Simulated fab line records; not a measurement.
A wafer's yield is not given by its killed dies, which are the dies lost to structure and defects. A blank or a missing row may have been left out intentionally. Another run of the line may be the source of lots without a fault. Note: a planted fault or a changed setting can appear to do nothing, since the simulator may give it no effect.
Problem report, 8D (eight disciplines) form, completed by code | flow sky130 | the parts of the form that need people (team, actions taken, sign-off) are left out

== 1. THE ISSUE ==
VIA3_HDPCVD_THK at SKY_VIA3_THK_MEAS_01 reads a mean of 718 nm on 4 wafers of 2 lots; wafers without a fault read 1634 nm with a standard deviation of 17. That is -54 standard deviations from the usual mean.
Seen first at day 43 01:59 on film_metro-03, wafer L705.2. Wafers with a number at this step in the record: 36, from 12 lots. Rule for "out", or "out of limits": more than 4 standard deviations from the usual mean. The other wafers with a number count as sound.

== 2. WHAT IT IS AND WHAT IT IS NOT ==
question                    | is                             | is not
which readings at this step | VIA3_HDPCVD_THK                | -
which lots                  | L705, L706                     | L690, L691, L692, L693, L694, L698, L702, L704, L710, L712
which wafers of those lots  | L705.2, L705.6, L706.1, L706.2 | L705.3, L706.4
read on which gauges        | film_metro-03                  | film_metro-01, film_metro-02
when                        | from day 43 01:59              | up to then (25 sound wafers); but 7 sound wafers of L706, L710, L712 came after

== 3. SUSPECTS, AND WHAT RULES EACH OUT ==
Counting: if a tool at a process step up to the reading ran every lot that is out, it stays a suspect. Sound lots after the first of them don't rule it out here, since some wafers of a struck lot are sound.
- the gauge at SKY_VIA3_THK_MEAS_01: ruled out. All the wafers that are out were read on film_metro-03, but those of them that SKY_VIA3_HDPCVD_00 has rows for are out there too, on other tools.
- hdpcvd-02 at SKY_VIA3_HDPCVD_00 (deposits SiO2, target thk 1635 nm, time 272.5 s): kept. Every lot that is out went through it, the first being L705 (day 43 01:49); the last sound lot it ran before that was L698 (day 41 01:18). Its own run_length_s readings are out on those wafers.
Left after counting: hdpcvd-02 at SKY_VIA3_HDPCVD_00.

== 4. THE CAUSE (what the simulator had put in) ==
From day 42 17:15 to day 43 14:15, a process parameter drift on hdpcvd-02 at SKY_VIA3_HDPCVD_00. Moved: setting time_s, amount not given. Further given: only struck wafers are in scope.
The count eliminated every tool but this one.

== 5. THE EFFECT CHAIN, in route order ==
Rows list readings where the struck wafers' mean (over those with a number) sits beyond 3 standard deviations from the usual. Only readings whose record carries a usual standard deviation are examined. hours: median over the lots of the time between each lot's start at the first step of this table that gives one and its start at this step. sigmas: the change, counted in usual standard deviations.
hours | step                 | reading         | usual   | on struck wafers | change | sigmas
0     | SKY_VIA3_HDPCVD_00   | run_length_s    | 300.4 s | 148.0            | -152.4 | -99 or more
0     | SKY_VIA3_THK_MEAS_01 | VIA3_HDPCVD_THK | 1634 nm | 718              | -916   | -54
Its process steps:
- SKY_VIA3_HDPCVD_00: deposits SiO2, target thk 1635 nm, time 272.5 s.
Later steps that measure or inspect, where all struck wafers having a row at the step show a number for every such reading and not one has moved that far: SKY_VIA3_BOW_MEAS_03.

== 6. HOW IT WOULD HAVE BEEN CAUGHT EARLIER ==
Counted from the fault's start at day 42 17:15, it took 9 hours until the first out-of-limits reading at a measuring or inspecting step in this record, taken at day 43 01:59.
At SKY_VIA3_HDPCVD_00, the tool's own readings (run_length_s) were out on each struck wafer the step has a row for, so an alarm limit on them would have fired on the first such wafer.
Of the lots that are out (2), L706 began SKY_VIA3_HDPCVD_00 on hdpcvd-02 after day 43 01:59. It would have been spared by a hold on the tool at that moment.
